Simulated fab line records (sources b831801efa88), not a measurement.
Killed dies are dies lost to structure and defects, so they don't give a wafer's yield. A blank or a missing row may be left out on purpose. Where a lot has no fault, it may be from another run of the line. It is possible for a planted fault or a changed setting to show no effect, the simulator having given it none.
Struck lot and sound lot, side by side + flow gf180mcu + 15 steps out of a route of 602
Sound: these wafers, L131.3, L131.4, L131.5. Struck: wafer L130.2 (left out: L130.3, L130.5 of the same lot, which were not struck); the cause appears at the end.
Per side, at each step with rows, come the tool, then ch with its chambers, and then its first start. Under that, the readings that differ: sound wafers + struck wafers + difference of the means + sigmas: that difference in standard deviations of wafers without a fault.
alike: a reading whose means differ by less than 2 such deviations, as well as words and numbers matching on both sides. not compared: withheld readings; readings where some wafer has no value; bounds like >300 that might hide an equal value; numbers whose values overlap and for which the record gives no deviation.
A row with sigmas, a row that says differs or no value, or rows on one side alone: a step with any of these is where the two part. Numbers that don't overlap but have no deviation are shown without sigmas and don't part them. Lack of a reading on every wafer of one side parts them only where that side has two or more wafers.

GF_LVPWELL_STRIP_10: strips in O2/N2.
  sound on plasma-asher-01 ch 0,1, day 8 02:01; struck on plasma-asher-02 ch 1, day 7 20:35
| reading                | sound | struck | difference                   | sigmas |
|------------------------|-------|--------|------------------------------|--------|
| rf-hours-counter-h (h) | - - - | 5      | no value on the sound wafers |        |
  alike: drypump-motor-current-A, heater-power-w, o2-flow-sccm, oes-product-au, strip-time-to-endpoint-s
GF_LVPWELL_TW_MEAS_11:
  struck on film-metro-02, day 7 20:42; sound on film-metro-02, day 8 02:07
  alike: LVPWELL_TW
then, 7 steps without rows for these wafers: GF_MVSD_DEHYDRATE_00 (time 60 s); GF_MVSD_HMDS_01 (prime time 60 s); GF_MVSD_COAT_02 (resist thk 3000 nm); GF_MVSD_SOFTBAKE_03; GF_MVSD_EXPOSE_04 (exposes mask MVSD, target cd 1000 nm); GF_MVSD_PEB_05; GF_MVSD_DEVELOP_06 (develop time 60 s).
GF_MVSD_OVL_MEAS_07:
  struck on overlay-01, day 8 13:28; sound on overlay-02, day 8 18:04
  alike: MVSD_OVL
then, 2 steps without rows for these wafers: GF_MVSD_IMPLANT_08; GF_MVSD_IMPLANT_09.
GF_MVSD_STRIP_10: strips in O2/N2.
  sound on plasma-asher-01 ch 0,1, day 8 18:26; struck on plasma-asher-02 ch 0, day 8 13:47
| reading                      | sound             | struck | difference                   | sigmas |
|------------------------------|-------------------|--------|------------------------------|--------|
| drypump-motor-current-A (A)  | 5.9 6.2 6.2       | 5.0    | -1.1                         | -2     |
| o2-flow-sccm (sccm)          | 3005 3018 3016    | 3601   | +588                         | +62    |
| rf-hours-counter-h (h)       | - - -             | 6      | no value on the sound wafers |        |
| strip-time-to-endpoint-s (s) | 37.08 37.09 36.98 | 36.49  | -0.56                        | -5     |
  alike: heater-power-w, oes-product-au
GF_MVSD_TW_MEAS_11:
  struck on film-metro-04, day 8 13:54; sound on film-metro-04, day 8 18:31
  alike: MVSD_TW
following that, these wafers have no rows for 1 step: GF_PASSIVATION_PROBE_99.

== WHERE THEY PART ==
First at GF_LVPWELL_STRIP_10; last, within this record, at GF_MVSD_STRIP_10. Later steps at which nothing parts them and some readings are alike: GF_MVSD_TW_MEAS_11.

WHY: whatever the simulator had introduced
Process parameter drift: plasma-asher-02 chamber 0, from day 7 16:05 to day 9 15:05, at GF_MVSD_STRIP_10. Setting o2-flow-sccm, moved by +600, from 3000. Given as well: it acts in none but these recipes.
